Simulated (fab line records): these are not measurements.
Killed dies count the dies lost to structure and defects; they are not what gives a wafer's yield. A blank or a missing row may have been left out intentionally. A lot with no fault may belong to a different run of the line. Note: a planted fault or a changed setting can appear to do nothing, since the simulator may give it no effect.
Comparing a struck lot with a sound one ; flow sky130 ; 35 out of 708 route steps
Sound: wafers L487.1, L487.5, L487.6. Struck: wafer L498.3. (L498.1, L498.4 of the same lot were not struck and are left out.) The cause comes at the end.
Each step with rows lists, per side, the tool, then ch with its chambers, then its first start. Under that, the readings that differ: sound wafers ; struck wafers ; difference of the means ; sigmas: that difference in standard deviations of wafers without a fault.
alike: readings whose means differ by less than 2 such deviations, and words and numbers that are the same on both sides. not compared: withheld readings, readings that some wafer has no value for, bounds like >300 that may hide the same value, and numbers for which the record gives no deviation and whose values overlap.
Wherever a step has rows on one side only, a row that says differs or no value, or a row with sigmas, the two part there. Numbers that don't overlap but have no deviation are shown without sigmas and don't part them. Lack of a reading on every wafer of one side parts them only where that side has two or more wafers.

first, 9 steps without rows for these wafers: SKY_VIA2_SPUTTER_20 (material TiN, target thk 20 nm, time 80 s); SKY_VIA2_CVD_21 (deposits W, target thk 420 nm, time 126.4 s); SKY_VIA2_CMP_24 (polishes, stops on SiO2, t overpolish 20 s, target thk 0 nm); SKY_METAL3_SPUTTER_00 (material Ti, target thk 15 nm, time 10 s); SKY_METAL3_SPUTTER_01 (material TiN, target thk 20 nm, time 16.7 s); SKY_METAL3_SPUTTER_02 (material AlCu, target thk 735 nm, time 39.1 s); SKY_METAL3_SPUTTER_03 (material Ti, target thk 5 nm, time 3.3 s); SKY_METAL3_SPUTTER_04 (material TiN, target thk 70 nm, time 58.3 s); SKY_CAPM_CVD_00 (deposits SiO2, target thk 15.5 nm).
SKY_CAPM_SPUTTER_02: material TiN, target thk 200 nm, time 166.7 s.
  sound on pvdSputter-02 at day 38 17:40; struck on pvdSputter-02 at day 42 02:26
  alike: throttleValvePct
then, 24 steps without rows for these wafers: SKY_CAPM_DEHYDRATE_05 (time 60 s); SKY_CAPM_HMDS_06 (prime time 60 s); SKY_CAPM_COAT_07 (resist thk 1140 nm); SKY_CAPM_SOFTBAKE_08 (time 60 s); SKY_CAPM_EXPOSE_09 (exposes mask CAPM, target cd 1000 nm); SKY_CAPM_PEB_10; SKY_CAPM_DEVELOP_11 (develop time 60 s); SKY_CAPM_METAL_ETCH_13 (etches TiN in Cl2/BCl3, stops on SiO2, target depth 220 nm, time 62.9 s); SKY_CAPM_STRIP_14 (strips in O2/N2); SKY_CAPM_STRIP_15 (strips in post etch residue remover, time 1200 s); SKY_CAPM_CLEAN_16 (cleans in IPA, time 180 s); SKY_CAPM_CLEAN_17 (cleans in O3/DIW); SKY_METAL3_DEHYDRATE_05 (time 60 s); SKY_METAL3_HMDS_06 (prime time 60 s); SKY_METAL3_COAT_07 (resist thk 60 nm); SKY_METAL3_COAT_08 (resist thk 1140 nm); SKY_METAL3_SOFTBAKE_09 (time 90 s); SKY_METAL3_EXPOSE_10 (exposes mask MM3, target cd 300 nm); SKY_METAL3_PEB_11; SKY_METAL3_DEVELOP_12 (develop time 60 s); SKY_METAL3_DESCUM_15 (chemistry O2, time 8 s); SKY_METAL3_ETCH_16 (etches BARC in N2/H2, stops on SiO2, time 88.2 s, target depth 60 nm); SKY_METAL3_ETCH_17 (etches SiO2 in C4F8/O2/Ar, stops on TiN, time 3.9 s, target depth 15 nm); SKY_METAL3_METAL_ETCH_18 (etches the open film in Cl2/BCl3, stops on SiO2, target depth 845 nm, time 183.1 s).
-- the record jumps here: 8 days lie between the struck wafers' starts before and after (it left off in module METAL3 and takes up again in module PAD_OPEN, whose first step shown is number 708 of the route) --
SKY_PAD_OPEN_PROBE_99:
  sound on prober-02 at day 47 15:13; struck on prober-01 at day 50 04:05
reading;sound;struck;difference;sigmas
defectLimitedYield (%);80.7 85.2 87.2;74.0;-10.4;-5
killedAtOther;0 0 1;55;+55;+99 or more
killedDies;95 73 63;128;+51;+5
sort_bin_5_function (%);12.6 7.5 6.3;16.3;+7.5;+5
sort_bin_6_memory (%);5.9 6.5 5.1;8.1;+2.3;+2
sortNPass;397 419 429;364;-51;-5
sortYieldPct (%);80.7 85.2 87.2;74.0;-10.4;-5
model.etest.tester.sortNPass;397 419 429;364;-51;
model.etest.tester.sortYieldPct (%);80.69 85.16 87.2;73.98;-10.37;
model.etest.tester.sort_bin_5_pct (%);12.6 7.52 6.301;16.26;+7.45;
model.etest.tester.sort_bin_3_pct (%);0.813 0.813 1.423;1.626;+0.610;
  alike: killed_at_M0_to_M3, killed_at_M4_up, killedAtContacts, killedAtFrontEnd, killedOpen, killedShort, sort_bin_3_pad_short

WHERE THEY PART
Only at SKY_PAD_OPEN_PROBE_99, within this record.

WHY: what the simulator had put in
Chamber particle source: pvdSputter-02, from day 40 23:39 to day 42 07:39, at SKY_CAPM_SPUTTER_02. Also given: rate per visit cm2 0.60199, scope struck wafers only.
